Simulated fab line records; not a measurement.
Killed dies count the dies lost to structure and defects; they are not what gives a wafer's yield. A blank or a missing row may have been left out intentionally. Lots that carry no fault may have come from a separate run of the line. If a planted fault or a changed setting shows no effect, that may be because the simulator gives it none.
The tool behind it: which one?	flow sky130	route of 708 steps, sampled at 1 step: 10 lots, 30 wafers

## WHAT EACH GAUGE READ, for each wafer
SKY_METAL4_CD_MEAS_13: target cd 300 nm. Usual: 300.7 nm for cd-nm, sd 1.8.
lot	measured	on	cd-nm (nm)	flag
L412	day 41 18:09	cd-sem-01	301.2 301.2 300.6	
L414	day 42 17:20	cd-sem-02	302.4 302.5 301.9	
L415	day 42 19:13	cd-sem-02	301.4 301.3 300.8	
L416	day 43 03:43	cd-sem-02	299.2 300.3 300.2	
L420	day 44 10:20	cd-sem-01	302.6 299.0 301.2	
L423	day 45 00:03	cd-sem-02	299.9 300.1 300.8	
L425	day 45 21:16	cd-sem-01	302.5 302.4 300.7	
L426	day 46 03:29	cd-sem-01	302.6 301.5 302.9	
L427	day 46 05:51	cd-sem-01	302.7 303.3 302.6	
L434	day 48 07:18	cd-sem-01	301.3 301.2 302.4	

## WHAT TOOL EACH LOT RAN ON (gives the tool, then ch and the chambers of the sampled wafers, and finally the start)
Before these readings, the record contains no process step.

## WHAT THE TOOLS THEMSELVES READ (means of the sampled wafers that have a number; where no wafer has one, the mark that the record gives instead)
The record holds no such reading with a usual standard deviation.

## THE ANSWER, worked out from the rows above alone
Rule: a lot counts as off when the mean over its wafers that have a number is more than 3 standard deviations away from the usual mean. A lot without any number at a reading at which 4 lots or more have one is off too. The other lots that the step has rows for count as sound. After the gauges, taken in route order, come the tools' own readings; for these a lot's mean is taken, as printed above. The first step at which some lot is off is used, and at that step the reading that is off furthest; a lot without a number counts as furthest.
No lot is off on any of the readings shown, so nothing can be concluded from this.

## WHAT THE SIMULATOR HAD PUT IN
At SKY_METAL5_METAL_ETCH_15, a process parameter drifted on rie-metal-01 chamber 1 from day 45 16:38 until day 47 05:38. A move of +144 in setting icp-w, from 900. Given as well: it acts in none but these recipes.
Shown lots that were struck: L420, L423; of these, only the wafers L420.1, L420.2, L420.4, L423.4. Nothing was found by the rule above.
